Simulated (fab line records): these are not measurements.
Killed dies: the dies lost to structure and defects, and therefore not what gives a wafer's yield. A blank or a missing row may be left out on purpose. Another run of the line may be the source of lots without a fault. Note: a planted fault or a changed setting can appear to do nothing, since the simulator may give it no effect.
Split-lot study -- flow sfq line -- 23 wafers read from 5 lots, route of 325 steps

== THE SPLIT ITSELF ==
At SFQ_TRILAYER_M5_LITHO_EXPOSE_124 (exposes mask M5, target cd 700 nm), the setting dose mj was moved away from the recipe's 14.4 on 6 of the 23 wafers read, by -3.8% to +6.8%. This setting was run at the recipe's value on the other wafers.

== FROM THE SPLIT TO THE READING: what the file shows between them, 2 steps ==
- SFQ_TRILAYER_M5_LITHO_PEB_126: peb time 60 s
- SFQ_TRILAYER_M5_LITHO_DEVELOP_125: time 60 s

== THE READING ==
M5.cd nm (the simulator's own value, which no gauge read), in nm, at SFQ_TRILAYER_M5_BARC_OPEN_METAL_ETCH_161 (etches BARC in O2, target depth 125 nm, time 43.07 s). No usual value for it is given in the file. Here, 17 wafers ran the recipe; their average is 700.6 nm with a standard deviation of 1.2 nm.

wafer,"tool, chamber at the split",dose mj as run,against the recipe,"M5.cd nm, nm",against lot-mates on the recipe
L075.2,"krf scanner-02, 0",14.4,recipe,700.9,-
L075.3,"krf scanner-02, 0",14.4,recipe,702,-
L075.4,"krf scanner-02, 0",14.4,recipe,699.2,-
L075.5,"krf scanner-02, 0",14.4,recipe,701.3,-
L075.6,"krf scanner-02, 0",14.4,recipe,701,-
L077.1,"krf scanner-02, 0",14.4,recipe,700.2,-
L077.2,"krf scanner-02, 0",14.4,recipe,700,-
L077.4,"krf scanner-02, 0",14.4,recipe,700.7,-
L077.5,"krf scanner-02, 0",13.85,-3.8%,706,+5.7
L077.6,"krf scanner-02, 0",13.85,-3.8%,705.2,+4.9
L079.1,"krf scanner-02, 0",14.4,recipe,701.6,-
L079.4,"krf scanner-02, 0",14.4,recipe,702.9,-
L079.6,"krf scanner-02, 0",14.4,recipe,702,-
L080.1,"krf scanner-02, 0",15.15,+5.2%,692.2,-8.1
L080.2,"krf scanner-02, 0",15.15,+5.2%,691.7,-8.6
L080.3,"krf scanner-02, 0",14.4,recipe,700.8,-
L080.5,"krf scanner-02, 0",14.4,recipe,700.2,-
L080.6,"krf scanner-02, 0",14.4,recipe,700,-
L084.1,"krf scanner-02, 0",15.38,+6.8%,688.2,-11.0
L084.2,"krf scanner-02, 0",15.38,+6.8%,688.9,-10.3
L084.3,"krf scanner-02, 0",14.4,recipe,698,-
L084.5,"krf scanner-02, 0",14.4,recipe,700.4,-
L084.6,"krf scanner-02, 0",14.4,recipe,699.1,-

FIT RESULTS
A straight line over all 23 wafers: M5.cd nm changes by -1.64 nm for each +1% of dose mj; r = -0.97; the points scatter about the line by 1.1 nm.
The same after taking each lot's own level away (the mean of its wafers on the recipe; 23 wafers): -1.54 nm for each +1%; r = -0.99; scatter 0.69 nm.
Per that fit: largest dose mj move, reading shift of 10 nm.
The span of the lots' own levels, 699.17 to 702.17 nm, comes to 2.6 times the standard deviation stated above.
Hence the lot-to-lot level has little effect on the slope; both slopes agree.
Check: with one of the wafers moved furthest among these (+6.8%) left out of the fit, the line predicts -10.4 nm for it against its lot-mates. It came out at -11 nm against them.

== THE OTHER SPLITS THESE WAFERS WENT THROUGH ==
Before the reading, these wafers also passed through other splits. Each is held against what the fit with the lots' levels taken away leaves over:
other split on the same wafers,wafers away from the commonest value,r with M5.cd nm (lot level and that fit taken away)
SFQ_TRILAYER_JJ_CE_ETCH_RIE_118 bias w,7,+0.13

== FILE'S OWN FIT ==
M5.cd nm changes by -1.55 nm for each +1% of dose mj, r = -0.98.
